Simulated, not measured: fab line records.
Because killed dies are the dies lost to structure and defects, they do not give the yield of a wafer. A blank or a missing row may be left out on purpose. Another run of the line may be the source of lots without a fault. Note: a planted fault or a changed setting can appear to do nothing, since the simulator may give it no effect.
2 desks, one fault / flow sky130 / numbers are kept per desk, each desk with only its own; the story behind them comes last

AT THE METROLOGY DESK
Means of the sampled wafers that have a number, per lot and without regard to the tool the lot ran on: this is what the gauges read. Any lot whose mean is over 4 standard deviations away from the usual mean is out of limits and marked OUT; that distance is given in the brackets.
Columns: A = POLY_CUT_OVL at SKY_POLY_CUT_OVL_MEAS_09, usual -2 nm; B = cdNm at SKY_SD_N_CD_MEAS_07, usual 380.8 nm
lot=L495; first seen here=day 24 12:21; A=4; B=379.8
lot=L496; first seen here=day 25 06:39; A=-8; B=381.3
lot=L497; first seen here=day 25 19:29; A=0; B=378.8
lot=L498; first seen here=day 25 23:22; A=-4; B=380.6
lot=L499; first seen here=day 26 00:17; A=-2; B=383.7
lot=L501; first seen here=day 27 17:18; A=3; B=378.5
lot=L503; first seen here=day 27 18:35; A=3; B=385.4
lot=L502; first seen here=day 27 21:20; A=3; B=377.7
lot=L508; first seen here=day 28 19:44; A=5; B=381.3
lot=L515; first seen here=day 30 22:47; A=-3; B=377.6
lot=L517; first seen here=day 31 17:41; A=-1; B=382.0
lot=L518; first seen here=day 31 23:17; A=5; B=380.0
This desk's finding: nothing out of limits on any of the 12 lots.

FOR THE TOOL OWNER'S DESK: lithoTrack-02
The tool's own readings at SKY_VT_ADJUST_LVTN_COAT_13 (resist thk 1140 nm): means of the sampled wafers that have a number, for each lot that ran on this tool. Any lot whose mean is over 4 standard deviations away from the usual mean is out of limits and marked OUT; that distance is given in the brackets.
Columns: A = spinSpeedRpm at SKY_VT_ADJUST_LVTN_COAT_13, usual 2999.7 rpm
lot=L497; first seen here=day 8 15:11; A=2998.1
lot=L498; first seen here=day 8 18:03; A=2999.3
lot=L502; first seen here=day 10 01:50; A=3000.1
lot=L508; first seen here=day 10 22:47; A=3000.6
lot=L515; first seen here=day 12 22:56; A=3137.7 (+73) OUT
lot=L517; first seen here=day 13 08:28; A=3138.7 (+73) OUT
This desk's finding: out of limits on L515, L517; first on L515, day 12 22:56 (spinSpeedRpm at SKY_VT_ADJUST_LVTN_COAT_13). Within limits: L497, L498, L502, L508.

ALL TOGETHER
An alarm could have come from the tool owner's desk at day 12 22:56, on L515, L517.
At the metrology desk, nothing out of limits was observed.
The metrology desk has L515, L517 on record, within its limits.
Of the lots named, all ran SKY_VT_ADJUST_LVTN_COAT_13 on lithoTrack-02.

WHAT THE SIMULATOR PUT IN
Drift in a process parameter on lithoTrack-02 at SKY_VT_ADJUST_LVTN_COAT_13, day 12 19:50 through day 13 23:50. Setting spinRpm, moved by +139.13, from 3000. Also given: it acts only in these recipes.
Struck lots among those shown: L515, L517.
Each desk's first reading out of limits, in hours after the fault started: the tool owner's desk, 3.
